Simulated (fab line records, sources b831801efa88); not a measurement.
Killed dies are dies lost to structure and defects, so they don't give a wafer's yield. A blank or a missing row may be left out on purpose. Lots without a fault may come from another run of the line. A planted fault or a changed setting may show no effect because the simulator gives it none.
fab line records | flow sky130
record lots=5 wafers=15 last_day=51
route steps=708 shown LI_CONTACT@375 LOCAL_INTERCONNECT@387 CONTACT@406 PAD_OPEN@708
lots that met no fault: from a run of the same line without faults
start_h: hours from the record's first day to the start of the lot's first wafer shown | wait_h: hours since the lot's step before | " the same as in the row above | L1.1+2: a row that stands for several wafers | - no value, or no start given | * or withheld: withheld | < > ~ a bound
route shown NAME@n: a module of which the file shows steps, and the number in the route of the first | usual: mean/standard deviation of fault-free wafers | same: alike in all rows | chamber/n: place in a boat | sites: the reading at each site | _std_site: their standard deviation | _edge_site: outer sites' mean less inner sites' | radius_mm: how far each site lies from the wafer's centre | mask NAME#n: copy n | behind: the tool/chamber that last shaped the wafer | hold: why the lot was held/for how many hours/how that ended | device: the transistor (n, p or np) that didn't switch | end of line: the same wafers' tests at the end of the route | a step without rows: its recipe alone | killed: dies lost to structure and defects at the first sort, not the wafer's yield | map: a wafer's dies, x killed, . not, _ none there
set.NAME: the setting as run; set.NAME@STEP: as run at that earlier step | model.NAME: the simulator's own value behind a step, which no gauge read
lots at some steps of the route; a table a step, a row a wafer
services: from which hour (start_h, from the record's first day; less than 0 if before it) a tool's chamber was out of use, for how many hours, and why
## steps
# step SKY_LI_CONTACT_OVL_MEAS_13
# usual LI_CONTACT_OVL=-2/5.4
# columns lot.wafer tool chamber start_h wait_h LI_CONTACT_OVL[nm]
L621.1 overlay-01 - 709.73 0.1 0
L621.2 " - " " -7
L621.4 " - " " -3
L622.2 overlay-02 - 714.80 0.1 6
L622.4 " - " " 5
L622.6 " - " " 3
L624.1 overlay-02 - 737.01 0.1 10
L624.2 " - " " 11
L624.3 " - " " 13
L630.2 overlay-01 - 779.29 0.1 -1
L630.5 " - " " 0
L630.6 " - " " -4
L641.2 overlay-01 - 867.29 0.1 -3
L641.3 " - " " -6
L641.6 " - " " -7
# step SKY_LI_CONTACT_ETCH_14
# recipe chemistry=N2/H2 target=BARC ion_energy_ev=200 source_w=500 bias_w=100 pressure_mtorr=30 n2_flow_sccm=100 h2_flow_sccm=200 stop_on=SiO2 time_s=45.9 target_depth_a=600
# step SKY_LI_CONTACT_ETCH_15
# recipe target=PSG chemistry=C4F8/O2/Ar stop_on=Si taper_deg=4.15 mask_material=KrF-thick source_w=1500 bias_w=1200 pressure_mtorr=40 c4f8_flow_sccm=withheld O2_flow_sccm=6 Ar_flow_sccm=300 time_s=withheld target_depth_a=6000
# step SKY_LI_CONTACT_STRIP_16
# recipe chemistry=O2/N2 power_w=1400 pressure_mtorr=1500 platen_temp_c=withheld o2_flow_sccm=3000 n2_flow_sccm=300 overash_fraction=0.5
# step SKY_LI_CONTACT_CLEAN_17
# recipe chemistry=NMP time_s=600 temp_c=60 dry=n2_spin
# step SKY_LI_CONTACT_PRE_CLEAN_18
# recipe gas=Ar time_s=5.6 bias_v=358
# step SKY_LI_CONTACT_SPUTTER_19
# recipe material=Ti target_thk_nm=20 chamber_pressure_pa=5 power_w=2500 substrate_temp_c=200 time_s=106.37
# usual throttle_valve_pct=29.8/0.83
# columns lot.wafer tool chamber start_h wait_h throttle_valve_pct
L621.1 pvd_sputter-03 - 710.19 0.0 30.0
L621.2 " - " " 29.7
L621.4 " - " " 29.7
L622.2 pvd_sputter-01 - 715.25 0.0 28.2
L622.4 " - " " 30.9
L622.6 " - " " 28.4
L624.1 pvd_sputter-03 - 737.47 0.0 29.9
L624.2 " - " " 31.0
L624.3 " - " " 29.8
L630.2 pvd_sputter-03 - 779.74 0.0 30.6
L630.5 " - " " 29.8
L630.6 " - " " 29.7
L641.2 pvd_sputter-02 - 867.78 0.0 30.3
L641.3 " - " " 29.8
L641.6 " - " " 29.9
# step SKY_LI_CONTACT_SPUTTER_20
# recipe material=TiN target_thk_nm=20 chamber_pressure_pa=5 power_w=4000 time_s=78.32
# usual throttle_valve_pct=29.8/0.84
# columns lot.wafer tool chamber start_h wait_h throttle_valve_pct
L621.1 pvd_sputter-03 - 710.27 0.0 30.2
L621.2 " - " " 30.2
L621.4 " - " " 29.5
L622.2 pvd_sputter-01 - 715.33 0.0 28.3
L622.4 " - " " 31.0
L622.6 " - " " 28.3
L624.1 pvd_sputter-03 - 737.55 0.0 30.1
L624.2 " - " " 30.9
L624.3 " - " " 30.2
L630.2 pvd_sputter-03 - 779.82 0.0 30.9
L630.5 " - " " 29.4
L630.6 " - " " 29.7
L641.2 pvd_sputter-02 - 867.85 0.0 30.2
L641.3 " - " " 29.7
L641.6 " - " " 30.0
# step SKY_LI_CONTACT_CVD_21
# recipe material=W target_thk_nm=400 time_s=120.56 temp_c=400 pressure_torr=40
# usual heater_power_w=919/88 susceptor_temp_C=400.02/0.22
# columns lot.wafer tool chamber start_h wait_h heater_power_w susceptor_temp_C
L621.1 cvd_w-02 0 710.33 0.0 1002 399.77
L621.2 " 1 " " 946 399.89
L621.4 " 0 " " 1031 400.14
L622.2 cvd_w-01 1 715.39 0.0 794 399.85
L622.4 " 0 " " 882 399.81
L622.6 " 0 " " 897 400.11
L624.1 cvd_w-01 1 737.61 0.0 790 400.21
L624.2 " 0 " " 927 399.98
L624.3 " 0 " " 924 400.11
L630.2 cvd_w-02 0 779.88 0.0 1037 400.40
L630.5 " 1 " " 931 400.10
L630.6 " 0 " " 1043 400.17
L641.2 cvd_w-01 0 867.91 0.0 900 400.14
L641.3 " 0 " " 920 400.11
L641.6 " 1 " " 773 400.22
# step SKY_LI_CONTACT_RS_MEAS_22
# recipe thk_meas_gauge=four-point-probe reads=W_of_LI_CONTACT_CVD_21+TiN_of_LI_CONTACT_SPUTTER_20+Ti_of_LI_CONTACT_SPUTTER_19
# usual LI_CONTACT_W_RS=0.285/0.0033
# columns lot.wafer tool chamber start_h wait_h LI_CONTACT_W_RS[ohm/sq]
L621.1 film_metro-02 - 710.45 0.1 0.284
L621.2 " - " " 0.285
L621.4 " - " " 0.284
L622.2 film_metro-01 - 715.54 0.1 0.281
L622.4 " - " " 0.284
L622.6 " - " " 0.284
L624.1 film_metro-02 - 737.73 0.1 0.279
L624.2 " - " " 0.289
L624.3 " - " " 0.287
L630.2 film_metro-02 - 780.03 0.1 0.290
L630.5 " - " " 0.294
L630.6 " - " " 0.291
L641.2 film_metro-02 - 868.06 0.1 0.283
L641.3 " - " " 0.284
L641.6 " - " " 0.282
# step SKY_LI_CONTACT_THK_MEAS_23
# recipe thk_meas_gauge=xrf reads=W_of_LI_CONTACT_CVD_21
# usual LI_CONTACT_W_THK=377/4.6
# columns lot.wafer tool chamber start_h wait_h LI_CONTACT_W_THK[nm]
L621.1 film_metro-02 - 710.57 0.1 377
L621.2 " - " " 376
L621.4 " - " " 376
L622.2 film_metro-01 - 715.65 0.1 382
L622.4 " - " " 380
L622.6 " - " " 377
L624.1 film_metro-02 - 737.85 0.1 384
L624.2 " - " " 373
L624.3 " - " " 374
L630.2 film_metro-02 - 780.14 0.1 370
L630.5 " - " " 365
L630.6 " - " " 368
L641.2 film_metro-02 - 868.17 0.1 382
L641.3 " - " " 378
L641.6 " - " " 381
# step SKY_LI_CONTACT_CMP_24
# recipe stop_on=PSG t_overpolish_s=20 down_force_psi=3.5 platen_rpm=60 target_thk_nm=0 pad_velocity_m_s=0.94248
# step SKY_LOCAL_INTERCONNECT_SPUTTER_00
# recipe material=TiN target_thk_nm=100 temp_c=300 power_w=6500 time_s=83.3 chamber_pressure_pa=0.4
# usual susceptor_temp_C=300.01/0.19 throttle_valve_pct=29.7/0.94
# columns lot.wafer tool chamber start_h wait_h susceptor_temp_C throttle_valve_pct model.TiN_of_LOCAL_INTERCONNECT_SPUTTER_00.thk_nm
L621.1 pvd_sputter-01 - 711.03 0.1 300.06 30.7 98.88
L621.2 " - " " 300.26 29.0 101.6
L621.4 " - " " 299.77 28.4 99.89
L622.2 pvd_sputter-04 - 716.00 0.2 300.22 29.2 100
L622.4 " - " " 300.13 28.4 101.8
L622.6 " - " " 300.21 30.3 102.4
L624.1 pvd_sputter-04 - 738.21 0.1 300.50 29.4 99.25
L624.2 " - " " 299.78 30.2 100.2
L624.3 " - " " 300.04 28.7 100.3
L630.2 pvd_sputter-04 - 780.49 0.1 300.41 30.8 101.2
L630.5 " - " " 300.35 30.3 102
L630.6 " - " " 300.17 29.2 100.1
L641.2 pvd_sputter-01 - 868.52 0.1 300.29 28.8 100
L641.3 " - " " 299.89 30.8 88.13
L641.6 " - " " 299.74 28.8 101.8
# step SKY_LOCAL_INTERCONNECT_RS_MEAS_01
# recipe thk_meas_gauge=four-point-probe reads=TiN_of_LOCAL_INTERCONNECT_SPUTTER_00
# usual LOCAL_INTERCONNECT_TIN_RS=14.08/0.17
# columns lot.wafer tool chamber start_h wait_h LOCAL_INTERCONNECT_TIN_RS[ohm/sq]
L621.1 film_metro-03 - 711.10 0.0 14.31
L621.2 " - " " 13.90
L621.4 " - " " 14.19
L622.2 film_metro-01 - 716.08 0.1 14.15
L622.4 " - " " 13.86
L622.6 " - " " 13.80
L624.1 film_metro-04 - 738.28 0.0 14.23
L624.2 " - " " 14.12
L624.3 " - " " 14.10
L630.2 film_metro-03 - 780.57 0.1 13.98
L630.5 " - " " 13.84
L630.6 " - " " 14.15
L641.2 film_metro-03 - 868.60 0.1 14.11
L641.3 " - " " 16.16
L641.6 " - " " 13.88
# step SKY_LOCAL_INTERCONNECT_THK_MEAS_02
# recipe thk_meas_gauge=xrf reads=TiN_of_LOCAL_INTERCONNECT_SPUTTER_00
# usual LOCAL_INTERCONNECT_TIN_THK=100.9/1.3
# columns lot.wafer tool chamber start_h wait_h LOCAL_INTERCONNECT_TIN_THK[nm]
L621.1 film_metro-03 - 711.22 0.1 98.8
L621.2 " - " " 101.1
L621.4 " - " " 100.1
L622.2 film_metro-01 - 716.19 0.1 101.1
L622.4 " - " " 103.1
L622.6 " - " " 103.7
L624.1 film_metro-04 - 738.40 0.1 99.3
L624.2 " - " " 100.5
L624.3 " - " " 100.9
L630.2 film_metro-03 - 780.68 0.1 101.3
L630.5 " - " " 101.5
L630.6 " - " " 99.7
L641.2 film_metro-03 - 868.71 0.1 100.4
L641.3 " - " " 88.6
L641.6 " - " " 102.6
# step SKY_LOCAL_INTERCONNECT_DEHYDRATE_03
# recipe temp_c=200 time_s=60
# step SKY_LOCAL_INTERCONNECT_HMDS_04
# recipe prime_time_s=60 prime_temp_c=120
# step SKY_LOCAL_INTERCONNECT_COAT_05
# recipe resist=BARC temp_c=withheld time_s=withheld spin_rpm=3000 resist_thk_nm=60
# step SKY_LOCAL_INTERCONNECT_COAT_06
# recipe resist=KrF-thick spin_rpm=3000 resist_thk_nm=450
# step SKY_LOCAL_INTERCONNECT_SOFTBAKE_07
# recipe temp_c=100 time_s=90 resist=KrF-thick
# step SKY_LOCAL_INTERCONNECT_EXPOSE_08
# recipe mask_id=LI1M na=0.8 source_shape=annular sigma_inner=0.55 sigma_outer=0.85 target_cd_nm=170 dose_mj=28
# step SKY_LOCAL_INTERCONNECT_PEB_09
# recipe peb_temp_c=withheld peb_time_s=withheld resist=KrF-thick
# step SKY_LOCAL_INTERCONNECT_DEVELOP_10
# recipe develop_time_s=60 resist=KrF-thick dev_temp_c=21
# step SKY_LOCAL_INTERCONNECT_CD_MEAS_11
# recipe target_cd_nm=170
# usual cd_nm=170.2/1.6
# columns lot.wafer tool chamber start_h wait_h cd_nm
L621.1 cd_sem-01 - 739.80 - 171.3
L621.2 " - " " 172.0
L621.4 " - " " 171.4
L622.2 cd_sem-02 - 744.23 - 168.8
L622.4 " - " " 170.2
L622.6 " - " " 169.9
L624.1 cd_sem-02 - 767.17 - 172.5
L624.2 " - " " 171.4
L624.3 " - " " 172.3
L630.2 cd_sem-02 - 807.91 - 170.5
L630.5 " - " " 168.8
L630.6 " - " " 169.6
L641.2 cd_sem-02 - 894.66 - 169.8
L641.3 " - " " 168.8
L641.6 " - " " 169.6
# step SKY_LOCAL_INTERCONNECT_OVL_MEAS_12
# usual LOCAL_INTERCONNECT_OVL=0/6.3
# columns lot.wafer tool chamber start_h wait_h LOCAL_INTERCONNECT_OVL[nm]
L621.1 overlay-02 - 739.92 0.1 -1
L621.2 " - " " -2
L621.4 " - " " 1
L622.2 overlay-02 - 744.34 0.1 10
L622.4 " - " " 6
L622.6 " - " " 3
L624.1 overlay-01 - 767.29 0.1 -1
L624.2 " - " " 1
L624.3 " - " " -2
L630.2 overlay-01 - 808.02 0.1 -6
L630.5 " - " " -12
L630.6 " - " " -8
L641.2 overlay-02 - 894.77 0.1 8
L641.3 " - " " 0
L641.6 " - " " 6
# step SKY_LOCAL_INTERCONNECT_ETCH_13
# recipe chemistry=N2/H2 target=BARC ion_energy_ev=200 bias_w=100 pressure_mtorr=30 n2_flow_sccm=100 h2_flow_sccm=200 icp_w=500 stop_on=SiO2 time_s=45.9 target_depth_a=600
# step SKY_LOCAL_INTERCONNECT_METAL_ETCH_14
# recipe target_depth_nm=110 stop_on=PSG chemistry=Cl2/BCl3 target=TiN resist_sidewall_deg=88 pressure_mtorr=10 icp_w=900 bias_w=48.5 Cl2_flow_sccm=60 bcl3_flow_sccm=30 time_s=31.4
# usual drypump_motor_current_A=5.6/0.41 oes_product_au=0.944/0.0077 throttle_valve_pct=21.899/0.0094
# columns lot.wafer tool chamber start_h wait_h drypump_motor_current_A oes_product_au rf_hours_counter_h throttle_valve_pct
L621.1 rie_metal-02 1 740.02 0.0 5.4 0.936 3 21.902
L621.2 " 0 " " 5.5 0.952 3 21.896
L621.4 " 1 " " 5.3 0.939 - 21.911
L622.2 rie_metal-03 0 744.43 0.0 5.8 0.934 8 21.901
L622.4 " 1 " " 5.1 0.950 - 21.905
L622.6 " 1 " " 5.1 0.955 - 21.881
L624.1 rie_metal-02 0 767.38 0.0 5.5 0.935 3 21.900
L624.2 " 1 " " 5.4 0.937 4 21.896
L624.3 " 0 " " 5.5 0.948 - 21.904
L630.2 rie_metal-03 0 808.19 0.1 5.9 0.949 - 21.899
L630.5 " 0 " " 5.9 0.951 - 21.892
L630.6 " 0 " " 5.9 0.939 - 21.893
L641.2 rie_metal-04 0 894.86 0.0 6.4 0.944 13 21.906
L641.3 " 0 " " 6.4 0.882 - 21.947
L641.6 " 1 " " 5.5 0.956 - 21.891
# step SKY_LOCAL_INTERCONNECT_STRIP_15
# recipe chemistry=O2/N2 power_w=1400 pressure_mtorr=1500 platen_temp_c=withheld o2_flow_sccm=3000 n2_flow_sccm=300 overash_fraction=0.5
# step SKY_LOCAL_INTERCONNECT_STRIP_16
# recipe chemistry=post_etch_residue_remover time_s=1200 temp_c=72.5
# step SKY_LOCAL_INTERCONNECT_CLEAN_17
# recipe chemistry=IPA time_s=180 temp_c=25
# step SKY_LOCAL_INTERCONNECT_CLEAN_18
# recipe chemistry=O3/DIW dry=n2_spin
# step SKY_CONTACT_CVD_00
# recipe material=Si3N4 target_thk_nm=75 temp_c=400 time_s=withheld rf_w=450
# usual heater_power_w=781/150 susceptor_temp_C=399.95/0.24
# columns lot.wafer tool chamber start_h wait_h heater_power_w susceptor_temp_C
L621.1 pecvd-01 1 740.70 0.0 671 399.72
L621.2 " 0 " " 599 400.04
L621.4 " 0 " " 621 399.62
L622.2 pecvd-04 0 745.08 0.0 656 399.89
L622.4 " 0 " " 678 400.21
L622.6 " 1 " " 721 399.72
L624.1 pecvd-04 2 768.03 0.0 1066 400.06
L624.2 " 1 " " 801 400.02
L624.3 " 0 " " 771 399.70
L630.2 pecvd-03 2 808.94 0.0 709 400.18
L630.5 " 1 " " 917 399.90
L630.6 " 2 " " 703 400.33
L641.2 pecvd-03 2 895.92 0.0 766 399.77
L641.3 " 1 " " 861 400.11
L641.6 " 2 " " 766 399.68
# step SKY_CONTACT_THK_MEAS_01
# recipe reads=Si3N4_of_CONTACT_CVD_00
# usual CONTACT_CVD_00_THK=74.8/0.84
# columns lot.wafer tool chamber start_h wait_h CONTACT_CVD_00_THK[nm]
L621.1 film_metro-03 - 740.75 - 74.9
L621.2 " - " " 73.5
L621.4 " - " " 74.7
L622.2 film_metro-03 - 745.12 - 73.2
L622.4 " - " " 75.3
L622.6 " - " " 75.0
L624.1 film_metro-04 - 768.06 - 73.8
L624.2 " - " " 73.4
L624.3 " - " " 74.3
L630.2 film_metro-03 - 808.98 - 73.4
L630.5 " - " " 75.1
L630.6 " - " " 75.4
L641.2 film_metro-04 - 895.96 - 74.2
L641.3 " - " " 74.6
L641.6 " - " " 75.8
# step SKY_CONTACT_HDPCVD_02
# recipe material=SiO2 target_thk_nm=565 sigma_open_frac=0.3 time_s=94.2 temp_c=600 sih4_flow_sccm=60 pressure_mtorr=6
# step SKY_CONTACT_THK_MEAS_03
# recipe reads=SiO2_of_CONTACT_HDPCVD_02
# usual CONTACT_HDPCVD_THK=563/5.4
# columns lot.wafer tool chamber start_h wait_h CONTACT_HDPCVD_THK[nm]
L621.1 film_metro-02 - 740.88 0.0 560
L621.2 " - " " 561
L621.4 " - " " 560
L622.2 film_metro-02 - 745.25 0.0 555
L622.4 " - " " 551
L622.6 " - " " 563
L624.1 film_metro-02 - 768.19 0.0 556
L624.2 " - " " 572
L624.3 " - " " 562
L630.2 film_metro-02 - 809.11 0.0 567
L630.5 " - " " 568
L630.6 " - " " 570
L641.2 film_metro-02 - 896.09 0.0 560
L641.3 " - " " 566
L641.6 " - " " 565
# step SKY_CONTACT_CMP_04
# recipe material=SiO2 down_force_psi=4 platen_rpm=60 pad_velocity_m_s=0.94248
# usual motor_current_A=11.9/1.3 time_to_endpoint_s=82/3.3
# columns lot.wafer tool chamber start_h wait_h motor_current_A time_to_endpoint_s
L621.1 cmp-01 2 741.08 0.2 11.6 83
L621.4 " 3 " " 13.4 82
L621.2 " 0 " " 9.8 83
L622.4 cmp-01 3 745.35 0.1 12.1 81
L622.2 " 0 " " 9.5 84
L622.6 " 2 " " 12.8 89
L624.2 cmp-01 0 768.25 0.0 10.0 89
L624.1 " 2 " " 12.5 79
L624.3 " 3 " " 13.0 83
L630.2 cmp-02 2 809.21 0.1 14.9 87
L630.6 " 1 " " 11.3 88
L630.5 " 2 " " 13.7 86
L641.2 cmp-01 3 896.24 0.1 12.7 80
L641.3 " 0 " " 9.6 86
L641.6 " 2 " " 12.6 89
# step SKY_CONTACT_BOW_MEAS_05
# recipe mode=bow
# usual CONTACT_BOW=81/6.3
# columns lot.wafer tool chamber start_h wait_h CONTACT_BOW[um]
L621.1 film_metro-04 - 741.38 0.2 80
L621.2 " - " " 80
L621.4 " - " " 74
L622.2 film_metro-03 - 745.62 0.2 85
L622.4 " - " " 87
L622.6 " - " " 89
L624.1 film_metro-04 - 768.55 0.1 88
L624.2 " - " " 87
L624.3 " - " " 78
L630.2 film_metro-04 - 809.48 0.2 81
L630.5 " - " " 75
L630.6 " - " " 90
L641.2 film_metro-03 - 896.46 0.2 83
L641.3 " - " " 85
L641.6 " - " " 79
# step SKY_CONTACT_DEHYDRATE_06
# recipe temp_c=200 time_s=60
# step SKY_CONTACT_HMDS_07
# recipe prime_time_s=60 prime_temp_c=120
# step SKY_CONTACT_COAT_08
# recipe resist=BARC temp_c=withheld time_s=withheld spin_rpm=3000 resist_thk_nm=60
# step SKY_CONTACT_COAT_09
# recipe resist=KrF-thick spin_rpm=3000 resist_thk_nm=450
# step SKY_CONTACT_SOFTBAKE_10
# recipe temp_c=100 time_s=90 resist=KrF-thick
# step SKY_CONTACT_ETCH_18
# recipe target=Si3N4 chemistry=CHF3/O2 stop_on=TiN source_w=600 bias_w=204.6 pressure_mtorr=40 chf3_flow_sccm=50 O2_flow_sccm=5 time_s=39 target_depth_a=750
# usual drypump_motor_current_A=5.7/0.4 oes_product_au=0.853/0.0063 throttle_valve_pct=8.793/0.0095
# columns lot.wafer tool chamber start_h wait_h drypump_motor_current_A oes_product_au rf_hours_counter_h throttle_valve_pct model.TiN_of_LOCAL_INTERCONNECT_SPUTTER_00.thk_nm
L621.1 rie_diel-04 1 - - 5.8 0.853 22 8.785 98.4
L621.2 " 2 " " 5.5 0.846 18 8.782 101.1
L621.4 " 3 " " 6.2 0.850 14 8.781 99.41
L622.2 rie_diel-01 1 - - 4.9 0.847 10 8.777 99.53
L622.4 " 1 " " 4.9 0.854 - 8.791 101.3
L622.6 " 3 " " 5.9 0.859 - 8.790 101.9
L624.1 rie_diel-04 1 - - 5.8 0.852 23 8.785 98.76
L624.2 " 2 " " 5.5 0.846 19 8.778 99.66
L624.3 " 3 " " 6.2 0.852 15 8.813 99.82
L630.2 rie_diel-01 3 - - 5.9 0.843 22 8.776 100.7
L630.5 " 3 " " 5.9 0.857 - 8.792 101.5
L630.6 " 2 " " 5.5 0.848 - 8.788 99.63
L641.2 rie_diel-04 2 - - 5.5 0.855 23 8.768 99.53
L641.3 " 0 " " 5.3 0.860 11 8.791 87.65
L641.6 " 3 " " 6.1 0.859 - 8.786 101.3
# step SKY_PAD_OPEN_PROBE_99
# usual killed_at_M0_to_M3=43/6.8 killed_at_M4_up=3.3/1.9 killed_at_contacts=24/5.3 killed_at_front_end=14/4.3 killed_at_other=0.3/0.62 killed_dies=85/9.8 killed_open=46/8 killed_short=39/5.9
# same gross_dies=492 killed_at_back_side=0
# columns lot.wafer tool chamber start_h wait_h killed_at_M0_to_M3 killed_at_M4_up killed_at_contacts killed_at_front_end killed_at_other killed_dies killed_open killed_short model.etest.res_li.line_ohm_um model.etest.res_li.rs_ohm_sq model.etest.mcon_chain.rc_ohm
L621.1 prober-02 - 1112.87 0.1 26 2 30 15 0 73 43 30 75.75 13.01 17.26
L621.2 prober-02 - 1112.92 0.1 31 4 21 12 0 68 30 38 72.93 12.67 16.28
L621.4 prober-02 - 1113.02 0.2 52 2 24 14 0 92 58 34 74.26 12.88 16.17
L622.2 prober-01 - 1115.24 0.1 43 5 37 13 0 98 63 35 76.84 12.96 17.05
L622.4 prober-01 - 1115.34 0.2 43 2 28 10 1 84 48 36 74.31 12.59 16.58
L622.6 prober-01 - 1115.44 0.2 38 3 26 12 0 79 41 38 74.13 12.53 15.94
L624.1 prober-01 - 1134.21 0.1 36 3 22 6 0 67 40 27 74.54 12.88 16.92
L624.2 prober-01 - 1134.26 0.1 42 1 21 6 0 70 35 35 73.99 12.87 15.22
L624.3 prober-01 - 1134.31 0.2 42 5 30 12 0 89 50 39 74.22 12.84 17.05
L630.2 prober-01 - 1162.31 0.1 48 3 24 14 0 89 40 49 74.84 12.67 16.53
L630.5 prober-01 - 1162.46 0.2 50 3 19 14 0 86 38 48 74.24 12.68 16.65
L630.6 prober-01 - 1162.51 0.2 43 2 24 17 0 86 42 44 76.01 12.83 16.88
L641.2 prober-02 - 1220.07 0.1 41 3 22 11 0 77 43 34 75.76 12.81 17.21
L641.3 prober-02 - 1220.12 0.2 47 4 27 18 0 96 47 49 85.91 14.55 17.2
L641.6 prober-02 - 1220.27 0.2 57 2 19 14 0 92 53 39 74.05 12.62 16.81
# killed by level:class
L621.1 CONTACT:geometric_particle:open=16 VIA1:geometric_particle:open=9 LOCAL_INTERCONNECT:geometric_particle:short=8 FIELD_ISO:geometric_particle:open=4 POLY_GATE:geometric_particle:short=3 SPACER:geometric_particle:open=3 LI_CONTACT:geometric_particle:open=3 METAL1:geometric_particle:short=3
L621.2 LI_CONTACT:geometric_particle:open=7 VIA1:geometric_particle:open=6 SPACER:geometric_particle:short=5 VIA1:geometric_particle:short=5 CONTACT:geometric_particle:open=5 METAL1:geometric_particle:short=5 METAL2:geometric_particle:short=4 CONTACT:geometric_particle:short=4
L621.4 VIA1:geometric_particle:open=13 CONTACT:geometric_particle:open=10 VIA1:geometric_particle:short=7 POLY_GATE:geometric_particle:open=6 VIA3:geometric_particle:open=6 LI_CONTACT:geometric_particle:open=6 VIA2:geometric_particle:open=6 VIA3:geometric_particle:short=5
L622.2 CONTACT:geometric_particle:open=17 VIA1:geometric_particle:open=16 LI_CONTACT:geometric_particle:open=7 VIA2:geometric_particle:open=6 CONTACT:geometric_particle:short=5 VIA3:geometric_particle:open=5 FIELD_ISO:geometric_particle:open=4 LOCAL_INTERCONNECT:geometric_particle:short=4
L622.4 CONTACT:geometric_particle:open=12 VIA1:geometric_particle:open=12 LI_CONTACT:geometric_particle:open=7 VIA2:geometric_particle:open=7 FIELD_ISO:geometric_particle:short=5 VIA1:geometric_particle:short=4 VIA2:geometric_particle:short=4 METAL3:geometric_particle:short=3
L622.6 VIA1:geometric_particle:open=10 CONTACT:geometric_particle:open=9 LOCAL_INTERCONNECT:geometric_particle:short=7 METAL2:geometric_particle:short=6 METAL1:geometric_particle:short=5 VIA2:geometric_particle:open=5 LI_CONTACT:geometric_particle:open=4 METAL1:geometric_particle:open=4
L624.1 VIA1:geometric_particle:open=13 LI_CONTACT:geometric_particle:open=9 CONTACT:geometric_particle:open=5 VIA3:geometric_particle:short=5 CONTACT:geometric_particle:short=4 METAL1:geometric_particle:short=4 VIA2:geometric_particle:open=4 VIA2:geometric_particle:short=3
L624.2 VIA1:geometric_particle:open=13 METAL1:geometric_particle:short=7 CONTACT:geometric_particle:open=7 METAL2:geometric_particle:short=6 VIA1:geometric_particle:short=5 VIA2:geometric_particle:open=5 CONTACT:geometric_particle:short=4 LI_CONTACT:geometric_particle:short=3
L624.3 VIA1:geometric_particle:open=11 LI_CONTACT:geometric_particle:open=10 VIA3:geometric_particle:open=8 CONTACT:geometric_particle:short=7 LOCAL_INTERCONNECT:geometric_particle:short=5 METAL2:geometric_particle:short=5 LI_CONTACT:geometric_particle:short=4 POLY_GATE:geometric_particle:short=4
L630.2 VIA1:geometric_particle:open=9 METAL2:geometric_particle:short=9 LOCAL_INTERCONNECT:geometric_particle:short=7 CONTACT:geometric_particle:open=7 POLY_GATE:geometric_particle:open=6 METAL1:geometric_particle:short=6 POLY_GATE:geometric_particle:short=5 LI_CONTACT:geometric_particle:open=4
L630.5 VIA1:geometric_particle:open=11 METAL2:geometric_particle:short=11 CONTACT:geometric_particle:open=7 VIA1:geometric_particle:short=7 VIA2:geometric_particle:short=6 VIA3:geometric_particle:open=4 LI_CONTACT:geometric_particle:open=4 METAL3:geometric_particle:short=4
L630.6 VIA1:geometric_particle:open=15 CONTACT:geometric_particle:open=8 FIELD_ISO:geometric_particle:short=6 LOCAL_INTERCONNECT:geometric_particle:short=5 VIA1:geometric_particle:short=5 VIA3:geometric_particle:short=5 POLY_GATE:geometric_particle:short=4 LI_CONTACT:geometric_particle:open=4
L641.2 CONTACT:geometric_particle:open=10 VIA2:geometric_particle:open=10 POLY_GATE:geometric_particle:open=5 CONTACT:geometric_particle:short=5 VIA1:geometric_particle:open=5 LOCAL_INTERCONNECT:geometric_particle:short=4 METAL3:geometric_particle:short=4 METAL1:geometric_particle:short=4
L641.3 VIA2:geometric_particle:open=9 CONTACT:geometric_particle:open=7 FIELD_ISO:geometric_particle:short=6 LI_CONTACT:geometric_particle:open=6 LOCAL_INTERCONNECT:geometric_particle:short=6 METAL1:geometric_particle:short=6 FIELD_ISO:geometric_particle:open=5 VIA1:geometric_particle:open=5
L641.6 VIA1:geometric_particle:open=12 VIA2:geometric_particle:open=10 VIA1:geometric_particle:short=7 CONTACT:geometric_particle:open=6 FIELD_ISO:geometric_particle:short=5 LI_CONTACT:geometric_particle:open=5 METAL1:geometric_particle:short=5 VIA3:geometric_particle:open=5
## services
# columns tool chamber start_h hours kind
rie_diel-01 1 694.34 3.4 repair
cvd_w-01 - 701.29 0.8 repair
pecvd-03 2 710.24 17.7 repair
cvd_w-02 0 715.45 6.0 repair
cvd_w-01 - 718.73 6.9 pm
pecvd-04 1 729.56 3.1 repair
cvd_w-01 - 730.42 0.8 repair
cmp-01 - 734.26 6.8 pm
pvd_sputter-03 - 739.10 17.8 repair
cvd_w-02 - 741.30 2.8 pm
rie_diel-04 0 744.00 1.5 repair
cvd_w-01 - 746.65 0.8 repair
pecvd-04 - 751.01 3.3 repair
pecvd-03 1 758.57 2.0 repair
rie_metal-03 1 759.08 3.3 repair
rie_diel-04 0 761.38 2.3 repair
cvd_w-01 1 762.88 5.5 repair
cmp-01 - 803.26 7.1 pm
pvd_sputter-04 - 805.07 0.9 repair
cvd_w-01 - 811.08 2.8 pm
cmp-01 - 827.94 0.5 repair
pvd_sputter-01 - 855.76 1.4 repair
cmp-01 - 881.07 3.2 repair
cmp-01 - 912.25 4.0 pm
## key
first_sign step=SKY_LOCAL_INTERCONNECT_RS_MEAS_01 reading=LOCAL_INTERCONNECT_TIN_RS direction=up sigmas=12 usual=14.08 struck=16.16
effect step=SKY_LOCAL_INTERCONNECT_THK_MEAS_02 reading=LOCAL_INTERCONNECT_TIN_THK direction=down sigmas=9.3 usual=100.9 struck=88.6
effect step=SKY_LOCAL_INTERCONNECT_METAL_ETCH_14 reading=oes_product_au direction=down sigmas=8 usual=0.944 struck=0.882
model_effect step=SKY_LOCAL_INTERCONNECT_SPUTTER_00 value=TiN_of_LOCAL_INTERCONNECT_SPUTTER_00.thk_nm without=99.92 struck=88.13
model_effect step=SKY_CONTACT_ETCH_18 value=TiN_of_LOCAL_INTERCONNECT_SPUTTER_00.thk_nm without=99.44 struck=87.65
model_effect step=SKY_PAD_OPEN_PROBE_99 value=etest.res_li.line_ohm_um without=75.75 struck=85.91
met_at SKY_LOCAL_INTERCONNECT_SPUTTER_00
struck_wafers L641.3
tester_left_out L641
onset_between 711.03 868.52
fault kind=process_parameter_drift tool=pvd_sputter-01 chamber=- onset_h=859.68 steps=SKY_LOCAL_INTERCONNECT_SPUTTER_00 channel=target_thk_nm offset=-11.786 shape=step end_h=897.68 acts_in=these_recipes_only stated=100 scope=struck_wafers_only
# tester_left_out: of these lots the tester's yield and bins aren't shown, on N5 and GAA mostly nor the transistor test; their killed dies are dies lost to structure and defects alone, not to doping, threshold or leakage, so they don't give the yield
